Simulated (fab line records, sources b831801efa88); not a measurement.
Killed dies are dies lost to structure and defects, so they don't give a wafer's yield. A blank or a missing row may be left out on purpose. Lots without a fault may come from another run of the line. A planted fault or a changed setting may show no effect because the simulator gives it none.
Which tool did it? | flow gf180mcu | 7 lots, 21 wafers sampled, at 2 steps of a route of 602

WHAT THE GAUGES READ, wafer by wafer
GF_HV_LDD_TW_MEAS_23.
lot  | measured     | on            | HV_LDD_2_TW
L775 | day 11 15:13 | film_metro-03 | 1065 1066 1068
L777 | day 12 11:58 | film_metro-01 | 1051 1048 1050
L781 | day 13 17:13 | film_metro-04 | 1020 1027 1023
L787 | day 15 08:44 | film_metro-04 | 1063 1071 1062
L792 | day 16 20:44 | film_metro-03 | 1070 1066 1067
L794 | day 17 12:34 | film_metro-01 | 1049 1051 1051
L796 | day 18 04:22 | film_metro-03 | 1062 1069 1071

WHICH TOOL RAN EACH LOT (tool, then ch and the chambers of the sampled wafers, then the start)
lot  | GF_HV_LDD_IMPLANT_21
L775 | implanter-04 ch 0, day 11 15:00
L777 | implanter-04 ch 0, day 12 11:43
L781 | implanter-02 ch 0, day 13 16:58
L787 | implanter-04 ch 0, day 15 08:29
L792 | implanter-04 ch 0, day 16 20:31
L794 | implanter-04 ch 0, day 17 12:19
L796 | implanter-02 ch 0, day 18 04:08
- GF_HV_LDD_IMPLANT_21

THE ANSWER, worked out from the rows above alone
Rule: what is usual is taken from the lots themselves. Put in order of their means at a reading, lots are off if they are a third of the lots or fewer, leave a main group of 4 or more, and stand apart from it by a gap of 3 or more times the standard deviation of the main group's means; of several such gaps the widest counts. A main group whose means are all the same, to the digits that the tables above print for the reading, isn't used. A lot without any number at a reading at which 4 lots or more have one is off too. The other lots that the step has rows for count as sound.
Off: L781, at GF_HV_LDD_TW_MEAS_23 (HV_LDD_2_TW). The main group: mean 1061, standard deviation 7.9.
A tool fits if, at a process step before that reading, it ran every lot that is off, and no sound lot after the first of them. The gauges at GF_HV_LDD_TW_MEAS_23 are tried like those tools. None of those tried fits.

WHAT THE SIMULATOR HAD PUT IN
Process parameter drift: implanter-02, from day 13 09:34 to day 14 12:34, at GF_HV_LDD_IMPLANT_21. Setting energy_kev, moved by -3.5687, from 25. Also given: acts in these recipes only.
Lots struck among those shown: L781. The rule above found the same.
